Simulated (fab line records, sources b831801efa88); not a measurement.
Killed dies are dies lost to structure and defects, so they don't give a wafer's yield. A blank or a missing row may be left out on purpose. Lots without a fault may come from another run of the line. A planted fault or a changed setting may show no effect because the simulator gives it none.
fab line records | flow gf180mcu | part 2 of 2: steps 27 to 35 of 35
record lots=5 wafers=15 last_day=33
route steps=602 shown M5@532 V5@540
lots that met no fault: from a run of the same line without faults
start_h: hours from the record's first day to the start of the lot's first wafer shown | wait_h: hours since the lot's step before | " the same as in the row above | L1.1+2: a row that stands for several wafers | - no value, or no start given | * or withheld: withheld | < > ~ a bound
route shown NAME@n: a module of which the file shows steps, and the number in the route of the first | usual: mean/standard deviation of fault-free wafers | same: alike in all rows | chamber/n: place in a boat | sites: the reading at each site | _std_site: their standard deviation | _edge_site: outer sites' mean less inner sites' | radius_mm: how far each site lies from the wafer's centre | mask NAME#n: copy n | behind: the tool/chamber that last shaped the wafer | hold: why the lot was held/for how many hours/how that ended | device: the transistor (n, p or np) that didn't switch | end of line: the same wafers' tests at the end of the route | a step without rows: its recipe alone | killed: dies lost to structure and defects at the first sort, not the wafer's yield | map: a wafer's dies, x killed, . not, _ none there
set.NAME: the setting as run; set.NAME@STEP: as run at that earlier step | model.NAME: the simulator's own value behind a step, which no gauge read
lots at some steps of the route; a table a step, a row a wafer
services: from which hour (start_h, from the record's first day; less than 0 if before it) a tool's chamber was out of use, for how many hours, and why
## steps
# step GF_V5_STRIP_18
# recipe chemistry=O2/N2 power_w=1400 pressure_mtorr=1500 platen_temp_c=250 o2_flow_sccm=3000 n2_flow_sccm=300 overash_fraction=0.5
# usual drypump_motor_current_A=5.5/0.43 heater_power_w=346/45 o2_flow_sccm=3000/9.3 oes_product_au=0.568/0.006
# columns lot.wafer tool chamber start_h wait_h drypump_motor_current_A heater_power_w o2_flow_sccm oes_product_au rf_hours_counter_h
L074.1 plasma_asher-04 0 628.87 - 5.5 394 2985 0.578 84
L074.3 " 0 " " 5.5 393 3006 0.568 -
L074.6 " 1 " " 4.9 330 2996 0.561 -
L085.2 plasma_asher-04 1 711.92 - 4.9 334 2998 0.563 91
L085.4 " 0 " " 5.6 386 3015 0.558 -
L085.5 " 0 " " 5.6 392 3010 0.572 -
L087.4 plasma_asher-03 1 721.51 - 5.4 324 2995 0.567 -
L087.5 " 0 " " 5.1 432 2984 0.557 -
L087.6 " 1 " " 5.4 330 3007 0.572 -
L089.3 plasma_asher-04 0 732.36 - 5.5 398 2986 0.571 -
L089.4 " 1 " " 4.9 323 3013 0.567 -
L089.5 " 0 " " 5.5 403 2993 0.564 -
L095.1 plasma_asher-03 1 767.92 - 5.4 319 3005 0.580 66
L095.2 " 0 " " 5.0 434 3011 0.572 66
L095.6 " 1 " " 5.4 327 2992 0.574 -
# step GF_V5_STRIP_19
# recipe chemistry=post_etch_residue_remover time_s=1200 temp_c=72.5
# usual bath_guard_temp_C=72.6/0.44 bath_heat_duty_pct=14.7/1.7
# columns lot.wafer tool chamber start_h wait_h bath_guard_temp_C bath_heat_duty_pct
L074.1 wet_bench-04 2 628.97 0.1 72.5 15.7
L074.3 " 2 " " 72.3 13.8
L074.6 " 2 " " 72.0 15.3
L085.2 wet_bench-02 1 712.02 0.1 72.1 16.3
L085.4 " 1 " " 72.0 15.9
L085.5 " 1 " " 71.9 15.5
L087.4 wet_bench-01 3 721.57 0.0 73.0 13.0
L087.5 " 3 " " 73.2 13.6
L087.6 " 3 " " 73.0 13.8
L089.3 wet_bench-02 2 732.42 0.0 72.9 15.9
L089.4 " 2 " " 72.7 17.5
L089.5 " 2 " " 72.8 16.1
L095.1 wet_bench-02 2 768.02 0.1 72.5 15.5
L095.2 " 2 " " 72.6 16.1
L095.6 " 2 " " 73.3 15.1
# step GF_V5_CLEAN_20
# recipe chemistry=DIW dry=n2_spin
# columns lot.wafer tool chamber start_h wait_h
L074.1+3+6 wet_bench-01 1 629.35 0.0
L085.2+4+5 wet_bench-01 0 712.36 0.0
L087.4+5+6 wet_bench-02 1 721.98 0.0
L089.3+4+5 wet_bench-04 0 732.77 0.0
L095.1+2+6 wet_bench-01 0 768.36 0.0
# step GF_V5_SPUTTER_21
# recipe material=Ti target_thk_nm=15 chamber_pressure_pa=5 power_w=2500 substrate_temp_c=200 time_s=80.02
# usual throttle_valve_pct=30.0/1.1
# columns lot.wafer tool chamber start_h wait_h throttle_valve_pct
L074.1 pvd_sputter-01 - 629.53 0.0 30.2
L074.3 " - " " 31.7
L074.6 " - " " 30.3
L085.2 pvd_sputter-03 - 712.47 0.0 30.1
L085.4 " - " " 29.3
L085.5 " - " " 29.9
L087.4 pvd_sputter-03 - 722.07 0.0 29.4
L087.5 " - " " 28.4
L087.6 " - " " 29.4
L089.3 pvd_sputter-01 - 732.86 0.0 31.7
L089.4 " - " " 30.3
L089.5 " - " " 30.2
L095.1 pvd_sputter-04 - 768.45 0.0 31.5
L095.2 " - " " 31.0
L095.6 " - " " 28.9
# step GF_V5_SPUTTER_22
# recipe material=TiN target_thk_nm=10 chamber_pressure_pa=5 power_w=4000 time_s=40
# usual throttle_valve_pct=30.0/1.1
# columns lot.wafer tool chamber start_h wait_h throttle_valve_pct
L074.1 pvd_sputter-01 - 629.59 0.0 30.4
L074.3 " - " " 31.5
L074.6 " - " " 30.4
L085.2 pvd_sputter-03 - 712.53 0.0 30.2
L085.4 " - " " 29.1
L085.5 " - " " 29.9
L087.4 pvd_sputter-03 - 722.13 0.0 29.1
L087.5 " - " " 28.6
L087.6 " - " " 29.2
L089.3 pvd_sputter-01 - 732.92 0.0 32.0
L089.4 " - " " 30.5
L089.5 " - " " 30.3
L095.1 pvd_sputter-04 - 768.51 0.0 31.8
L095.2 " - " " 30.6
L095.6 " - " " 28.8
# step GF_V5_CVD_23
# recipe material=W target_thk_nm=350 time_s=104.9 temp_c=400 pressure_torr=40
# usual heater_power_w=898/170
# columns lot.wafer tool chamber start_h wait_h heater_power_w
L074.1 cvd_w-01 1 629.63 0.0 744
L074.3 " 1 " " 735
L074.6 " 1 " " 744
L085.2 cvd_w-02 1 712.61 0.1 1099
L085.4 " 1 " " 1079
L085.5 " 1 " " 1070
L087.4 cvd_w-01 1 722.21 0.1 726
L087.5 " 0 " " 718
L087.6 " 1 " " 739
L089.3 cvd_w-02 0 732.99 0.1 991
L089.4 " 1 " " 1079
L089.5 " 1 " " 1092
L095.1 cvd_w-02 0 768.55 0.0 1049
L095.2 " 1 " " 1074
L095.6 " 1 " " 1100
# step GF_V5_RS_MEAS_24
# recipe thk_meas_gauge=four-point-probe reads=W_of_V5_CVD_23+TiN_of_V5_SPUTTER_22+Ti_of_V5_SPUTTER_21
# usual V5_W_RS=0.328/0.0041
# columns lot.wafer tool chamber start_h wait_h V5_W_RS[ohm/sq]
L074.1 film_metro-01 - 629.74 0.1 0.331
L074.3 " - " " 0.333
L074.6 " - " " 0.328
L085.2 film_metro-02 - 712.82 0.2 0.330
L085.4 " - " " 0.327
L085.5 " - " " 0.329
L087.4 film_metro-01 - 722.34 0.1 0.335
L087.5 " - " " 0.337
L087.6 " - " " 0.330
L089.3 film_metro-01 - 733.11 0.1 0.330
L089.4 " - " " 0.326
L089.5 " - " " 0.329
L095.1 film_metro-04 - 768.66 0.1 0.328
L095.2 " - " " 0.322
L095.6 " - " " 0.324
# step GF_V5_THK_MEAS_25
# recipe thk_meas_gauge=xrf reads=W_of_V5_CVD_23
# usual V5_W_THK=349/4.9
# columns lot.wafer tool chamber start_h wait_h V5_W_THK[nm]
L074.1 film_metro-01 - 629.86 0.1 352
L074.3 " - " " 347
L074.6 " - " " 353
L085.2 film_metro-02 - 712.93 0.1 348
L085.4 " - " " 348
L085.5 " - " " 347
L087.4 film_metro-01 - 722.43 0.1 345
L087.5 " - " " 344
L087.6 " - " " 350
L089.3 film_metro-01 - 733.21 0.1 349
L089.4 " - " " 354
L089.5 " - " " 349
L095.1 film_metro-04 - 768.78 0.1 346
L095.2 " - " " 356
L095.6 " - " " 352
# step GF_V5_CMP_26
# recipe stop_on=SiO2 down_force_psi=3.5 platen_rpm=60 t_overpolish_s=15 target_thk_nm=0 pad_velocity_m_s=0.94248
# usual motor_current_A=11.1/0.96 overpolish_run_s=14.999/0.0086 platen_rpm=60.00/0.038 slurry_filter_dp_kPa=13.48/0.13 slurry_flow_ml_min=150.0/0.44 time_to_endpoint_s=83/3.9
# columns lot.wafer tool chamber start_h wait_h motor_current_A overpolish_run_s platen_rpm slurry_filter_dp_kPa slurry_flow_ml_min time_to_endpoint_s
L074.1 cmp-02 2 629.92 0.1 11.8 14.987 60.01 13.70 150.0 89
L074.3 " 1 " " 12.0 14.998 60.00 13.58 150.6 80
L074.6 " 3 " " 11.2 14.998 59.96 13.57 150.5 84
L085.4 cmp-02 0 713.03 0.1 9.0 15.004 60.05 13.53 150.8 88
L085.2 " 1 " " 11.6 14.995 59.98 13.38 150.0 78
L085.5 " 0 " " 9.8 14.999 60.07 13.69 150.5 82
L087.4 cmp-02 3 722.51 0.1 11.4 15.003 59.92 13.31 150.2 78
L087.6 " 2 " " 11.8 15.017 60.00 13.49 149.6 85
L087.5 " 3 " " 11.1 15.000 59.97 13.46 150.2 79
L089.3 cmp-01 1 733.37 0.2 10.9 14.999 60.08 13.64 150.6 82
L089.4 " 3 " " 10.3 14.995 60.01 13.65 151.3 81
L089.5 " 2 " " 11.3 15.006 59.97 13.46 150.1 82
L095.2 cmp-01 0 768.94 0.1 13.0 14.997 60.01 13.36 150.1 89
L095.1 " 1 " " 10.8 15.001 59.96 13.40 149.4 84
L095.6 " 2 " " 11.0 15.000 60.06 13.41 150.0 81
## services
# columns tool chamber start_h hours kind
cmp-02 - 597.93 15.6 pm
krf_scanner-01 - 604.23 4.0 pm
cmp-02 - 614.78 1.0 repair
cmp-01 - 633.03 0.3 repair
krf_scanner-01 - 641.01 1.0 pm
cmp-02 - 646.47 0.2 repair
cvd_w-02 - 646.58 0.8 repair
cmp-02 - 667.63 0.9 repair
plasma_asher-04 - 669.65 14.6 pm
krf_scanner-01 - 674.06 1.3 pm
cmp-01 - 680.13 4.7 pm
cvd_w-02 - 695.85 1.7 repair
cmp-01 - 706.39 4.6 pm
krf_scanner-01 - 707.85 0.8 pm
pvd_sputter-03 - 708.46 1.6 repair
cvd_w-02 0 711.75 1.7 repair
cmp-02 - 727.98 9.8 repair
rie_metal-04 - 740.18 14.6 pm
rie_diel-02 1 741.19 8.0 repair
cmp-01 - 741.48 15.9 pm
krf_scanner-01 - 742.33 4.6 repair
cmp-01 - 757.40 4.0 pm
pecvd-01 1 761.75 4.9 repair
cmp-01 - 764.18 3.6 repair
